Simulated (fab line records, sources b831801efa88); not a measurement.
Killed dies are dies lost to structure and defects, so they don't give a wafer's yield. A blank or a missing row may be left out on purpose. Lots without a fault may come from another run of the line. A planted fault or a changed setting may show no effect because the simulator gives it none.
Problem report in the 8D (eight disciplines) form, filled by code | flow sky130 | the parts of the form that need people (team, actions taken, sign-off) are left out

1. THE PROBLEM
overpolish_run_s at SKY_CONTACT_CMP_27 reads a mean of 0.040 s on 4 wafers of 3 lots; wafers without a fault read 15.000 s with a standard deviation of 0.0088. That is -99 or more standard deviations from the usual mean.
The step: polishes, stops on SiO2, t overpolish 15 s, target thk 0 nm.
First seen on wafer L124.1, day 37 07:31, on cmp-02. The record holds 43 wafers of 15 lots with a number at this step. Rule for "out", or "out of limits": more than 4 standard deviations from the usual mean. The other wafers with a number count as sound.

2. WHAT IT IS AND WHAT IT IS NOT
question                    | is                                   | is not
which readings at this step | overpolish_run_s, time_to_endpoint_s | motor_current_A
which lots                  | L124, L126, L127                     | L109, L111, L112, L113, L114, L115, L116, L118, L119, L120, L121, L125
which wafers of those lots  | L124.1, L124.2, L126.2, L127.1       | L126.4, L126.6, L127.3
read on which tools         | cmp-02                               | cmp-01
when                        | from day 37 07:31                    | up to then (33 sound wafers); but 6 sound wafers of L125, L126, L127 came after

3. SUSPECTS, AND WHAT RULES EACH OUT
Counting: a tool at a process step up to the reading stays a suspect if it ran every lot that is out. Sound lots after the first of them don't rule it out here, since some wafers of a struck lot are sound.
- cmp-02 at SKY_CONTACT_CMP_27 (polishes, stops on SiO2, t overpolish 15 s, target thk 0 nm): kept. It ran every lot that is out, first L124 (day 37 07:31); its last sound lot up to then is L120 (day 35 12:26). Its own readings are out on those wafers: overpolish_run_s, time_to_endpoint_s.
Left after counting: cmp-02 at SKY_CONTACT_CMP_27.

4. THE CAUSE (what the simulator had put in)
Process parameter drift: cmp-02, from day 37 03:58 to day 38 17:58, at SKY_CONTACT_CMP_27. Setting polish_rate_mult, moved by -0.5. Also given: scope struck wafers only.
Counting left only this tool.

5. THE CHAIN OF EFFECTS, in route order
Each row: a reading whose mean over the struck wafers that have a number lies more than 3 standard deviations from the usual. Only readings for which the record gives a usual standard deviation are gone through. hours: the time from each lot's start at the first step in this table that gives one to its start at this step, as a median over the lots. sigmas: the change in usual standard deviations.
hours | step                  | reading            | usual    | on struck wafers | change  | sigmas
0     | SKY_CONTACT_CMP_27    | overpolish_run_s   | 15.000 s | 0.040            | -14.960 | -99 or more
0     | SKY_CONTACT_CMP_27    | time_to_endpoint_s | 80 s     | 126              | +46     | +13
300   | SKY_PAD_OPEN_PROBE_99 | killed_at_contacts | 25       | 431              | +406    | +74
300   | SKY_PAD_OPEN_PROBE_99 | killed_dies        | 89       | 492              | +403    | +43
300   | SKY_PAD_OPEN_PROBE_99 | killed_on_rim      | 17       | 96               | +79     | +21
The process steps in it:
- SKY_CONTACT_CMP_27: polishes, stops on SiO2, t overpolish 15 s, target thk 0 nm.
- SKY_PAD_OPEN_PROBE_99

6. WHAT WOULD HAVE CAUGHT IT SOONER
In this record the first reading out of limits was taken at day 37 07:31, 4 hours after the fault began at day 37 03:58.
